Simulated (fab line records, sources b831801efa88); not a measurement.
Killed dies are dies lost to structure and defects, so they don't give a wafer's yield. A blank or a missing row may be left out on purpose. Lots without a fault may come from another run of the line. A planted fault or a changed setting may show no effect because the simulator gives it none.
A struck lot beside a sound one | flow sfq_line | 24 steps out of a route of 325
Sound: wafers L292.1, L292.5, L292.6. Struck: wafers L300.1, L300.3, L300.5. The cause comes at the end.
At each step with rows: each side's tool, then ch and its chambers, then its first start. Under that, the readings that differ: sound wafers | struck wafers | difference of the means | sigmas: that difference in standard deviations of wafers without a fault.
alike: readings whose means differ by less than 2 such deviations, and words and numbers that are the same on both sides. not compared: withheld readings, readings that some wafer has no value for, bounds like >300 that may hide the same value, and numbers for which the record gives no deviation and whose values overlap.
The two part at a step that has a row with sigmas, a row that says differs or no value, or rows on one side only. Numbers that don't overlap but have no deviation are shown without sigmas and don't part them. A reading that every wafer of one side lacks parts them only if that side has two wafers or more.

SFQ_TRILAYER_L0_BARC_OPEN_METAL_ETCH_010: etches BARC in O2, target depth 125 nm, time 41.7 s.
  sound on rie_metal-02 ch 0,1, day 4 10:58; struck on rie_metal-03 ch 0, day 6 11:43
  reading                     | sound       | struck      | difference | sigmas
  drypump_motor_current_A (A) | 6.7 6.7 5.4 | 5.1 5.1 5.1 | -1.2       | -2
  alike: bias_w, chamber_pressure_mTorr, oes_product_au
  not compared: rf_hours_counter_h
SFQ_TRILAYER_L0_ETCH_METAL_ETCH_008: etches MoNx KI in SF6/O2, stops on SiO2, target depth 50 nm, time 25 s.
  sound on rie_metal-02 ch 0,1, day 4 11:02; struck on rie_metal-03 ch 0, day 6 11:50
  reading                     | sound       | struck      | difference | sigmas
  drypump_motor_current_A (A) | 6.6 6.7 5.4 | 5.1 5.1 5.2 | -1.1       | -2
  alike: bias_w, chamber_pressure_mTorr, oes_product_au
  not compared: rf_hours_counter_h
then, 2 steps without rows for these wafers: SFQ_TRILAYER_L0_STRIP_STRIP_009 (strips in O2); SFQ_TRILAYER_L0_STRIP_SOLV_CLEAN_010 (cleans in NMP, time 600 s).
SFQ_TRILAYER_L0_CAP_PECVD_011: deposits SiO2 from SiH4/N2O, time 13.333 s, target thk 60 nm.
  sound on pecvd-01 ch 0,2, day 4 11:51; struck on pecvd-04 ch 1,2, day 6 13:19
  reading                | sound          | struck         | difference | sigmas
  throttle_valve_pct (%) | 27.7 27.7 26.8 | 24.5 23.4 24.5 | -3.3       | -2
  alike: heater_power_w
then, 6 steps without rows for these wafers: SFQ_TRILAYER_L0_VIA_LITHO_COAT_018 (resist thk 62 nm); SFQ_TRILAYER_L0_VIA_LITHO_COAT_013 (resist thk 650 nm); SFQ_TRILAYER_L0_VIA_LITHO_SOFTBAKE_017; SFQ_TRILAYER_L0_VIA_LITHO_EXPOSE_014 (exposes mask L0V, target cd 700 nm); SFQ_TRILAYER_L0_VIA_LITHO_PEB_016 (peb time 60 s); SFQ_TRILAYER_L0_VIA_LITHO_DEVELOP_015 (time 60 s).
-- the record jumps here: 3 days lie between the struck wafers' starts before and after --
SFQ_L0V_OVL_MEAS_903:
  sound on overlay-02, day 7 12:55; struck on overlay-01, day 9 21:13
  alike: L0V_OVL
SFQ_TRILAYER_L0_VIA_BARC_OPEN_VIA_ETCH_021: etches BARC in O2, target depth 125 nm, time 41.7 s.
  sound on rie_diel-03 ch 2,3, day 7 12:58; struck on rie_diel-01 ch 0,3, day 9 21:16
  no value came back on the struck wafers for bias_w (W), chamber_pressure_mTorr (mTorr), drypump_motor_current_A (A), oes_product_au (a.u.); on the sound wafers bias_w (W) reads 79.80 80.00 79.93
  reading                                                 | sound             | struck            | difference | sigmas
  model.KrF_of_TRILAYER_L0_VIA_LITHO_COAT_013.thk_nm (nm) | 576.4 573.7 572.8 | 625.3 626.2 624.2 | +50.9      |
  not compared: rf_hours_counter_h
SFQ_TRILAYER_L0_VIA_ETCH_VIA_ETCH_016: etches SiO2 in CHF3, stops on MoNx KI, target depth 80 nm.
  sound on rie_diel-03 ch 2,3, day 7 13:00; struck on rie_diel-01 ch 0,3, day 9 21:18
  reading                                                 | sound             | struck            | difference | sigmas
  oes_product_au (a.u.)                                   | 0.838 0.850 0.840 | 0.379 0.373 0.376 | -0.467     | -61
  model.KrF_of_TRILAYER_L0_VIA_LITHO_COAT_013.thk_nm (nm) | 562.6 559.9 558.8 | 611.3 612.2 610.2 | +50.8      |
  alike: bias_w, chamber_pressure_mTorr, drypump_motor_current_A
SFQ_TRILAYER_L0_VIA_STRIP_STRIP_017: strips in O2.
  sound on rie_metal-03 ch 0,1, day 7 13:03; struck on rie_metal-01 ch 0,1, day 9 21:20
  alike: chamber_pressure_mTorr, drypump_motor_current_A, oes_product_au, platen_temp_c
  not compared: rf_hours_counter_h
then, 2 steps without rows for these wafers: SFQ_TRILAYER_L0_VIA_STRIP_SOLV_CLEAN_018 (cleans in NMP, time 600 s); SFQ_TRILAYER_M0_DEP_PRE_CLEAN_020 (time 15 s).
SFQ_TRILAYER_M0_DEP_SPUTTER_019: material Nb, target thk 200 nm, time 137.7 s.
  sound on pvd_sputter-04, day 7 13:51; struck on pvd_sputter-05, day 9 22:11
  alike: throttle_valve_pct
SFQ_M0_RS_MEAS_904: measures by four-point-probe.
  sound on film_metro-01, day 7 13:56; struck on film_metro-02, day 9 22:16
  alike: M0_NB_RS
then, 3 steps without rows for these wafers: SFQ_TRILAYER_M0_LITHO_COAT_026 (resist thk 62 nm); SFQ_TRILAYER_M0_LITHO_COAT_021 (resist thk 600 nm); SFQ_TRILAYER_M0_LITHO_SOFTBAKE_025.
-- the record jumps here: 5 days lie between the struck wafers' starts before and after --
SFQ_TRILAYER_M0_LITHO_EXPOSE_022: exposes mask M0, target cd 500 nm.
  sound on krf_scanner-01 ch 0, day 10 23:19; struck on krf_scanner-01, day 14 12:46
  no value came back on the struck wafers for exposure_dose_mJ_cm2, focus_offset_nm (nm); on the sound wafers exposure_dose_mJ_cm2 reads 14.403 14.381 14.400
  alike: mask
then, 1 step without rows for these wafers: SFQ_TRILAYER_M0_LITHO_PEB_024 (peb time 60 s).

WHERE THEY PART
First at SFQ_TRILAYER_L0_BARC_OPEN_METAL_ETCH_010; last, within this record, at SFQ_TRILAYER_M0_LITHO_EXPOSE_022.

WHY: what the simulator had put in
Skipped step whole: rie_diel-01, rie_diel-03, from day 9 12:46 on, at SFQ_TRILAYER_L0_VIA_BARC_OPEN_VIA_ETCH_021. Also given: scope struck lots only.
